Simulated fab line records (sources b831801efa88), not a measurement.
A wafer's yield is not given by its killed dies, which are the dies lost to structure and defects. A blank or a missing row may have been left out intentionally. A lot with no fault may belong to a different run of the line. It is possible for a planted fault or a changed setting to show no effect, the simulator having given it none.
What tool caused it? || flow gf180mcu || 36 wafers from 12 lots sampled at 6 of the route's 602 steps

== WHAT EACH GAUGE READ, for each wafer ==
GF_LVPWELL_TW_MEAS_11. Usual: LVPWELL_TW gives 563 (standard deviation 4).
{"lot": "L844", "measured": "day 4 07:26", "on": "film-metro-01", "LVPWELL_TW": "556 559 560", "flag": ""}
{"lot": "L845", "measured": "day 4 09:35", "on": "film-metro-02", "LVPWELL_TW": "564 563 565", "flag": ""}
{"lot": "L846", "measured": "day 4 13:53", "on": "film-metro-01", "LVPWELL_TW": "558 555 558", "flag": ""}
{"lot": "L848", "measured": "day 5 00:00", "on": "film-metro-01", "LVPWELL_TW": "559 561 562", "flag": ""}
{"lot": "L849", "measured": "day 5 05:38", "on": "film-metro-02", "LVPWELL_TW": "568 567 569", "flag": ""}
{"lot": "L850", "measured": "day 5 13:11", "on": "film-metro-03", "LVPWELL_TW": "563 561 562", "flag": ""}
{"lot": "L852", "measured": "day 5 23:32", "on": "film-metro-02", "LVPWELL_TW": "570 567 566", "flag": ""}
{"lot": "L859", "measured": "day 7 14:59", "on": "film-metro-02", "LVPWELL_TW": "581 582 580", "flag": "OFF"}
{"lot": "L860", "measured": "day 7 20:13", "on": "film-metro-01", "LVPWELL_TW": "575 581 579", "flag": "OFF"}
{"lot": "L862", "measured": "day 8 07:22", "on": "film-metro-03", "LVPWELL_TW": "564 561 564", "flag": ""}
{"lot": "L863", "measured": "day 8 12:41", "on": "film-metro-02", "LVPWELL_TW": "570 569 568", "flag": ""}
{"lot": "L866", "measured": "day 9 05:07", "on": "film-metro-02", "LVPWELL_TW": "565 563 569", "flag": ""}

GF_VT_IMPLANT_OVL_MEAS_18. Usual: VT_IMPLANT_01_OVL gives 0.8 nm (standard deviation 1.2).
{"lot": "L844", "measured": "day 6 17:55", "on": "overlay-01", "VT_IMPLANT_01_OVL (nm)": "0.4 -0.3 0.7", "flag": ""}
{"lot": "L845", "measured": "day 6 18:47", "on": "overlay-02", "VT_IMPLANT_01_OVL (nm)": "-0.3 -0.3 1.0", "flag": ""}
{"lot": "L846", "measured": "day 7 00:30", "on": "overlay-01", "VT_IMPLANT_01_OVL (nm)": "3.0 2.0 3.2", "flag": ""}
{"lot": "L848", "measured": "day 7 11:01", "on": "overlay-02", "VT_IMPLANT_01_OVL (nm)": "1.3 1.0 0.9", "flag": ""}
{"lot": "L849", "measured": "day 7 18:05", "on": "overlay-02", "VT_IMPLANT_01_OVL (nm)": "-0.8 -0.7 -2.1", "flag": ""}
{"lot": "L850", "measured": "day 8 01:42", "on": "overlay-01", "VT_IMPLANT_01_OVL (nm)": "1.2 1.1 1.3", "flag": ""}
{"lot": "L852", "measured": "day 8 13:08", "on": "overlay-01", "VT_IMPLANT_01_OVL (nm)": "-1.5 -0.3 0.1", "flag": ""}
{"lot": "L859", "measured": "day 10 10:47", "on": "overlay-01", "VT_IMPLANT_01_OVL (nm)": "-0.1 -0.9 -0.1", "flag": ""}
{"lot": "L860", "measured": "day 10 15:39", "on": "overlay-01", "VT_IMPLANT_01_OVL (nm)": "1.2 2.0 1.4", "flag": ""}
{"lot": "L862", "measured": "day 11 04:56", "on": "overlay-01", "VT_IMPLANT_01_OVL (nm)": "2.3 2.2 1.3", "flag": ""}
{"lot": "L863", "measured": "day 11 10:35", "on": "overlay-01", "VT_IMPLANT_01_OVL (nm)": "1.7 0.8 1.7", "flag": ""}
{"lot": "L866", "measured": "day 12 05:21", "on": "overlay-01", "VT_IMPLANT_01_OVL (nm)": "1.5 1.3 3.4", "flag": ""}

GF_VT_IMPLANT_RS_MEAS_48: a four-point-probe measurement. Usual: LVPWELL_RS gives 1197 ohm/sq (standard deviation 3.4).
{"lot": "L844", "measured": "day 8 01:39", "on": "film-metro-03", "LVPWELL_RS (ohm/sq)": "1198 1197 1195", "flag": ""}
{"lot": "L845", "measured": "day 8 03:23", "on": "film-metro-02", "LVPWELL_RS (ohm/sq)": "1198 1194 1196", "flag": ""}
{"lot": "L846", "measured": "day 8 09:12", "on": "film-metro-01", "LVPWELL_RS (ohm/sq)": "1198 1199 1198", "flag": ""}
{"lot": "L848", "measured": "day 8 20:01", "on": "film-metro-02", "LVPWELL_RS (ohm/sq)": "1195 1199 1193", "flag": ""}
{"lot": "L849", "measured": "day 9 03:50", "on": "film-metro-01", "LVPWELL_RS (ohm/sq)": "1206 1200 1206", "flag": ""}
{"lot": "L850", "measured": "day 9 11:47", "on": "film-metro-03", "LVPWELL_RS (ohm/sq)": "1198 1196 1197", "flag": ""}
{"lot": "L852", "measured": "day 10 00:17", "on": "film-metro-02", "LVPWELL_RS (ohm/sq)": "1191 1197 1196", "flag": ""}
{"lot": "L859", "measured": "day 12 00:26", "on": "film-metro-01", "LVPWELL_RS (ohm/sq)": "1125 1126 1123", "flag": "OFF"}
{"lot": "L860", "measured": "day 12 05:26", "on": "film-metro-01", "LVPWELL_RS (ohm/sq)": "1127 1128 1128", "flag": "OFF"}
{"lot": "L862", "measured": "day 12 20:26", "on": "film-metro-01", "LVPWELL_RS (ohm/sq)": "1196 1193 1193", "flag": ""}
{"lot": "L863", "measured": "day 13 01:38", "on": "film-metro-03", "LVPWELL_RS (ohm/sq)": "1191 1191 1195", "flag": ""}
{"lot": "L866", "measured": "day 13 21:50", "on": "film-metro-02", "LVPWELL_RS (ohm/sq)": "1195 1194 1196", "flag": ""}

GF_POLY_GATE_CD_MEAS_18. Usual: cd-nm 280.1 nm, standard deviation 1.3.
{"lot": "L844", "measured": "day 9 18:24", "on": "cd-sem-01", "cd-nm (nm)": "278.4 278.9 278.9", "flag": ""}
{"lot": "L845", "measured": "day 9 21:37", "on": "cd-sem-01", "cd-nm (nm)": "281.3 279.4 279.4", "flag": ""}
{"lot": "L846", "measured": "day 10 04:18", "on": "cd-sem-02", "cd-nm (nm)": "279.3 277.1 279.6", "flag": ""}
{"lot": "L848", "measured": "day 10 14:46", "on": "cd-sem-01", "cd-nm (nm)": "280.7 279.4 280.2", "flag": ""}
{"lot": "L849", "measured": "day 10 21:13", "on": "cd-sem-02", "cd-nm (nm)": "281.9 277.6 278.6", "flag": ""}
{"lot": "L850", "measured": "day 11 07:49", "on": "cd-sem-01", "cd-nm (nm)": "281.9 281.3 280.5", "flag": ""}
{"lot": "L852", "measured": "day 11 21:19", "on": "cd-sem-01", "cd-nm (nm)": "280.5 280.1 279.1", "flag": ""}
{"lot": "L859", "measured": "day 14 00:49", "on": "cd-sem-02", "cd-nm (nm)": "279.8 280.8 280.1", "flag": ""}
{"lot": "L860", "measured": "day 14 06:28", "on": "cd-sem-01", "cd-nm (nm)": "279.5 280.2 280.8", "flag": ""}
{"lot": "L862", "measured": "day 15 00:31", "on": "cd-sem-02", "cd-nm (nm)": "281.0 281.8 280.7", "flag": ""}
{"lot": "L863", "measured": "day 15 03:35", "on": "cd-sem-02", "cd-nm (nm)": "280.3 279.6 279.3", "flag": ""}
{"lot": "L866", "measured": "day 15 23:34", "on": "cd-sem-02", "cd-nm (nm)": "279.1 279.6 280.6", "flag": ""}

== WHICH TOOL RAN EACH LOT (tool, then ch and the chambers of the sampled wafers, then the start) ==
{"lot": "L844", "GF_STI_STRIP_15": "plasma-asher-01 ch 0,1, day 2 10:35", "GF_LVPWELL_IMPLANT_08": "implanter-02 ch 0, day 4 07:03"}
{"lot": "L845", "GF_STI_STRIP_15": "plasma-asher-01 ch 0,1, day 2 13:53", "GF_LVPWELL_IMPLANT_08": "implanter-04 ch 0, day 4 09:11"}
{"lot": "L846", "GF_STI_STRIP_15": "plasma-asher-03 ch 0,1, day 2 17:23", "GF_LVPWELL_IMPLANT_08": "implanter-01 ch 0, day 4 13:31"}
{"lot": "L848", "GF_STI_STRIP_15": "plasma-asher-04 ch 0,1, day 3 03:33", "GF_LVPWELL_IMPLANT_08": "implanter-04 ch 0, day 4 23:38"}
{"lot": "L849", "GF_STI_STRIP_15": "plasma-asher-03 ch 0,1, day 3 07:46", "GF_LVPWELL_IMPLANT_08": "implanter-01 ch 0, day 5 05:14"}
{"lot": "L850", "GF_STI_STRIP_15": "plasma-asher-01 ch 0,1, day 3 14:50", "GF_LVPWELL_IMPLANT_08": "implanter-04 ch 0, day 5 12:47"}
{"lot": "L852", "GF_STI_STRIP_15": "plasma-asher-01 ch 0,1, day 4 00:07", "GF_LVPWELL_IMPLANT_08": "implanter-02 ch 0, day 5 23:08"}
{"lot": "L859", "GF_STI_STRIP_15": "plasma-asher-01 ch 0,1, day 5 12:16", "GF_LVPWELL_IMPLANT_08": "implanter-02 ch 0, day 7 14:35"}
{"lot": "L860", "GF_STI_STRIP_15": "plasma-asher-01 ch 0,1, day 5 17:14", "GF_LVPWELL_IMPLANT_08": "implanter-02 ch 0, day 7 19:49"}
{"lot": "L862", "GF_STI_STRIP_15": "plasma-asher-01 ch 1, day 6 03:28", "GF_LVPWELL_IMPLANT_08": "implanter-01 ch 0, day 8 06:58"}
{"lot": "L863", "GF_STI_STRIP_15": "plasma-asher-03 ch 0,1, day 6 08:22", "GF_LVPWELL_IMPLANT_08": "implanter-01 ch 0, day 8 12:17"}
{"lot": "L866", "GF_STI_STRIP_15": "plasma-asher-03 ch 0,1, day 6 23:34", "GF_LVPWELL_IMPLANT_08": "implanter-01 ch 0, day 9 04:43"}
- GF_STI_STRIP_15: strips in O2/N2.
- GF_LVPWELL_IMPLANT_08

== WHAT THE TOOLS THEMSELVES READ (means of the sampled wafers that have a number; where no wafer has one, the mark that the record gives instead) ==
GF_STI_STRIP_15. Usual: drypump-motor-current-A 5.4 A, standard deviation 0.38; heater-power-w 347 W, standard deviation 30; oes-product-au 0.384 a.u., standard deviation 0.0044; strip-time-to-endpoint-s 3.73 s, standard deviation 0.032.
{"lot": "L844", "tool": "plasma-asher-01", "drypump-motor-current-A (A)": 5.3, "heater-power-w (W)": 342, "oes-product-au (a.u.)": 0.387, "strip-time-to-endpoint-s (s)": 3.73, "flag": ""}
{"lot": "L845", "tool": "plasma-asher-01", "drypump-motor-current-A (A)": 5.2, "heater-power-w (W)": 324, "oes-product-au (a.u.)": 0.384, "strip-time-to-endpoint-s (s)": 3.72, "flag": ""}
{"lot": "L846", "tool": "plasma-asher-03", "drypump-motor-current-A (A)": 5.9, "heater-power-w (W)": 359, "oes-product-au (a.u.)": 0.389, "strip-time-to-endpoint-s (s)": 3.83, "flag": "OFF"}
{"lot": "L848", "tool": "plasma-asher-04", "drypump-motor-current-A (A)": 5.0, "heater-power-w (W)": 364, "oes-product-au (a.u.)": 0.385, "strip-time-to-endpoint-s (s)": 3.73, "flag": ""}
{"lot": "L849", "tool": "plasma-asher-03", "drypump-motor-current-A (A)": 5.9, "heater-power-w (W)": 360, "oes-product-au (a.u.)": 0.382, "strip-time-to-endpoint-s (s)": 3.73, "flag": ""}
{"lot": "L850", "tool": "plasma-asher-01", "drypump-motor-current-A (A)": 5.2, "heater-power-w (W)": 324, "oes-product-au (a.u.)": 0.384, "strip-time-to-endpoint-s (s)": 3.72, "flag": ""}
{"lot": "L852", "tool": "plasma-asher-01", "drypump-motor-current-A (A)": 5.3, "heater-power-w (W)": 343, "oes-product-au (a.u.)": 0.380, "strip-time-to-endpoint-s (s)": 3.74, "flag": ""}
{"lot": "L859", "tool": "plasma-asher-01", "drypump-motor-current-A (A)": 5.2, "heater-power-w (W)": 319, "oes-product-au (a.u.)": 0.387, "strip-time-to-endpoint-s (s)": 3.74, "flag": ""}
{"lot": "L860", "tool": "plasma-asher-01", "drypump-motor-current-A (A)": 5.2, "heater-power-w (W)": 314, "oes-product-au (a.u.)": 0.385, "strip-time-to-endpoint-s (s)": 3.69, "flag": ""}
{"lot": "L862", "tool": "plasma-asher-01", "drypump-motor-current-A (A)": 5.4, "heater-power-w (W)": 369, "oes-product-au (a.u.)": 0.387, "strip-time-to-endpoint-s (s)": 3.71, "flag": ""}
{"lot": "L863", "tool": "plasma-asher-03", "drypump-motor-current-A (A)": 5.6, "heater-power-w (W)": 351, "oes-product-au (a.u.)": 0.382, "strip-time-to-endpoint-s (s)": 3.72, "flag": ""}
{"lot": "L866", "tool": "plasma-asher-03", "drypump-motor-current-A (A)": 5.7, "heater-power-w (W)": 351, "oes-product-au (a.u.)": 0.385, "strip-time-to-endpoint-s (s)": 3.73, "flag": ""}

GF_LVPWELL_IMPLANT_08. Usual: dose-ions-cm2 1.4998e+13, standard deviation 1.6e+10; faraday-current-uA 84.4, standard deviation 1.6.
{"lot": "L844", "tool": "implanter-02", "dose-ions-cm2": 1.4979e+13, "faraday-current-uA": 86.2, "flag": ""}
{"lot": "L845", "tool": "implanter-04", "dose-ions-cm2": 1.5013e+13, "faraday-current-uA": 84.5, "flag": ""}
{"lot": "L846", "tool": "implanter-01", "dose-ions-cm2": 1.4983e+13, "faraday-current-uA": 84.6, "flag": ""}
{"lot": "L848", "tool": "implanter-04", "dose-ions-cm2": 1.5006e+13, "faraday-current-uA": 84.8, "flag": ""}
{"lot": "L849", "tool": "implanter-01", "dose-ions-cm2": 1.5000e+13, "faraday-current-uA": 83.9, "flag": ""}
{"lot": "L850", "tool": "implanter-04", "dose-ions-cm2": 1.5003e+13, "faraday-current-uA": 85.6, "flag": ""}
{"lot": "L852", "tool": "implanter-02", "dose-ions-cm2": 1.4987e+13, "faraday-current-uA": 84.1, "flag": ""}
{"lot": "L859", "tool": "implanter-02", "dose-ions-cm2": 1.6913e+13, "faraday-current-uA": 96.6, "flag": "OFF"}
{"lot": "L860", "tool": "implanter-02", "dose-ions-cm2": 1.6906e+13, "faraday-current-uA": 95.9, "flag": "OFF"}
{"lot": "L862", "tool": "implanter-01", "dose-ions-cm2": 1.5002e+13, "faraday-current-uA": 84.7, "flag": ""}
{"lot": "L863", "tool": "implanter-01", "dose-ions-cm2": 1.5003e+13, "faraday-current-uA": 84.3, "flag": ""}
{"lot": "L866", "tool": "implanter-01", "dose-ions-cm2": 1.5004e+13, "faraday-current-uA": 84.2, "flag": ""}

== THE ANSWER, worked out from the rows above alone ==
Rule: a lot is off if the mean of its wafers that have a number lies more than 3 standard deviations from the usual mean. Also off: a lot with no number at a reading for which 4 or more lots have one. Any other lot the step has rows for is counted as sound. Order of review: gauges by route order, followed by the tools' own readings, for which a lot's mean as printed above is used. At the first step where some lot is off, the reading lying furthest off is the one used; lots without a number count as furthest.
Off: L859, L860, seen at GF_LVPWELL_TW_MEAS_11 (LVPWELL_TW).
A tool fits if, at a process step before that reading, it ran every lot that is off, and no sound lot after the first of them. The gauges at GF_LVPWELL_TW_MEAS_11 aren't tried: what is off there is off at GF_LVPWELL_IMPLANT_08 too, on other tools, and a gauge's error can't cause that. One fits: implanter-02 at GF_LVPWELL_IMPLANT_08. Its last sound lot is L852 (day 5 23:08), its first lot that is off L859 (day 7 14:35): a fault that began between those two fits.
The tool's own readings at GF_LVPWELL_IMPLANT_08 bear it out: on the lots that are off they differ by more than 5 times the standard deviation of the sound lots' means. dose-ions-cm2 reads 1.6910e+13 there against 1.4998e+13 on the sound lots; faraday-current-uA reads 96.2 there against 84.7 on the sound lots.

== WHAT WAS PUT IN BY THE SIMULATOR ==
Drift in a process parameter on implanter-02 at GF_LVPWELL_IMPLANT_08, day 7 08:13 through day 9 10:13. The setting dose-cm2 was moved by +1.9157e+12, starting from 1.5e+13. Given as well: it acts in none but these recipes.
Lots struck among those shown: L859, L860. Same finding as the rule above.
